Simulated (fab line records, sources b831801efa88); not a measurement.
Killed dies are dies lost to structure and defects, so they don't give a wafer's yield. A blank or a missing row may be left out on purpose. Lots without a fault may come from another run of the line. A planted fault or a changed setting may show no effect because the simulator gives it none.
Chamber matching | flow sky130 | SKY_METAL4_ETCH_17 on rie_diel-04: 4 sister chambers
The step etches SiO2 in C4F8/O2/Ar, stops on TiN, time 3.9 s, target depth 15 nm. 8 wafers are shown with their chamber, then 7 later ones without.

WAFERS WITH THEIR CHAMBER
wafer  | chamber | bias_w (W) | oes_product_au (a.u.)
L080.6 | 1       | 1194       | 0.754
L083.1 | 2       | 1200       | 0.744
L083.4 | 1       | 1211       | 0.754
L092.1 | 2       | 1197       | 0.756
L092.2 | 3       | 1199       | 0.752
L092.4 | 0       | 1200       | 0.759
L096.1 | 0       | 1197       | 0.742
L096.2 | 3       | 1200       | 0.750

WAFERS WITHOUT THEIR CHAMBER
wafer  | bias_w (W) | oes_product_au (a.u.)
L096.3 | 1204       | 0.749
L096.4 | 1204       | 0.759
L096.5 | 1199       | 0.764
L096.6 | 1203       | 0.761
L097.1 | 1203       | 0.745
L097.2 | 1198       | 0.742
L097.6 | 1196       | 0.752

WHICH CHAMBER EACH WENT THROUGH
wafer  | from the rows above               | in truth
L096.3 | can't be placed: 1 or 3 or 2 or 0 | 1
L096.4 | can't be placed: 1 or 3 or 0 or 2 | 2
L096.5 | can't be placed: 1 or 3 or 0 or 2 | 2
L096.6 | can't be placed: 1 or 3 or 0 or 2 | 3
L097.1 | can't be placed: 3 or 2 or 0 or 1 | 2
L097.2 | can't be placed: 2 or 0 or 3 or 1 | 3
L097.6 | can't be placed: 0 or 2 or 3 or 1 | 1
Placed correctly: 0 of 7. Can't be placed from these rows: 7 (the true chamber is among the candidates in 7). Placed wrongly: 0.
How it was worked out, from the rows above alone: a wafer's distance from a chamber is the root of the sum, over the readings, of the square of ((its reading less the chamber's mean) divided by the reading's scatter). The wafer belongs to the nearest chamber; if the next one is less than 2 further off, it can't be placed. A chamber's mean is the mean of its shown wafers. The scatter: the root of (the sum of the squares of (reading less its chamber's mean) over the shown wafers, divided by (wafers less chambers)).
